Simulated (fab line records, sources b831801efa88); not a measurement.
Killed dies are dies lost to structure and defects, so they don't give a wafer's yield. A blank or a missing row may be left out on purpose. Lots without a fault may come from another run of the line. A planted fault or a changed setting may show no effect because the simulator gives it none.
One fault seen from 2 desks | flow gf180mcu | each desk has only its own numbers; what lay behind them comes last

THE METROLOGY DESK
What the gauges read, lot by lot, whatever tool the lot ran on: means of the sampled wafers that have a number. A lot is out of limits, marked OUT, if its mean lies more than 4 standard deviations from the usual mean; the brackets give that distance.
Columns: A = MIM_ALCU_RS at GF_MIM_RS_MEAS_10, usual 0.1596 ohm/sq
lot  | first seen here | A
L712 | day 24 17:26    | 0.1575
L714 | day 25 15:29    | 0.1612
L716 | day 26 00:17    | 0.1591
L719 | day 27 02:26    | 0.1578
L720 | day 27 14:29    | 0.1616
L721 | day 27 20:52    | 0.1605
L724 | day 28 17:28    | 0.1579
L725 | day 28 22:32    | 0.1598
L726 | day 29 09:58    | 0.1591
L727 | day 29 12:16    | 0.1586
L729 | day 29 23:46    | 0.1589
L734 | day 31 13:20    | 0.1602
This desk's finding: nothing out of limits on any of the 12 lots.

THE TOOL OWNER'S DESK: litho_track-03
The tool's own readings at GF_V5_PEB_12 (peb time 90 s): means of the sampled wafers that have a number, for each lot that ran on this tool. A lot is out of limits, marked OUT, if its mean lies more than 4 standard deviations from the usual mean; the brackets give that distance.
Columns: A = heater_power_total_W at GF_V5_PEB_12, usual 85.68 W
lot  | first seen here | A
L714 | day 28 06:04    | 85.64
L719 | day 29 14:58    | 85.72
L720 | day 30 01:55    | 85.61
L725 | day 31 07:31    | 87.15 (+18) OUT
L726 | day 31 17:13    | 87.27 (+20) OUT
L729 | day 32 05:16    | 87.22 (+19) OUT
This desk's finding: out of limits on L725, L726, L729; first on L725, day 31 07:31 (heater_power_total_W at GF_V5_PEB_12). In limits: L714, L719, L720.

PUT TOGETHER
The tool owner's desk could have raised an alarm at day 31 07:31, on L725, L726, L729.
The metrology desk saw nothing out of limits.
The metrology desk has L725, L726, L729 on record, within its limits.
Of the lots named, all ran GF_V5_PEB_12 on litho_track-03.

WHAT THE SIMULATOR HAD PUT IN
Process parameter drift: litho_track-03, from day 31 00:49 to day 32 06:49, at GF_V5_PEB_12. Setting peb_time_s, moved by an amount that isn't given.
Lots struck among those shown: L725, L726, L729.
Hours from the fault's start to each desk's first reading out of limits: the tool owner's desk, 7.
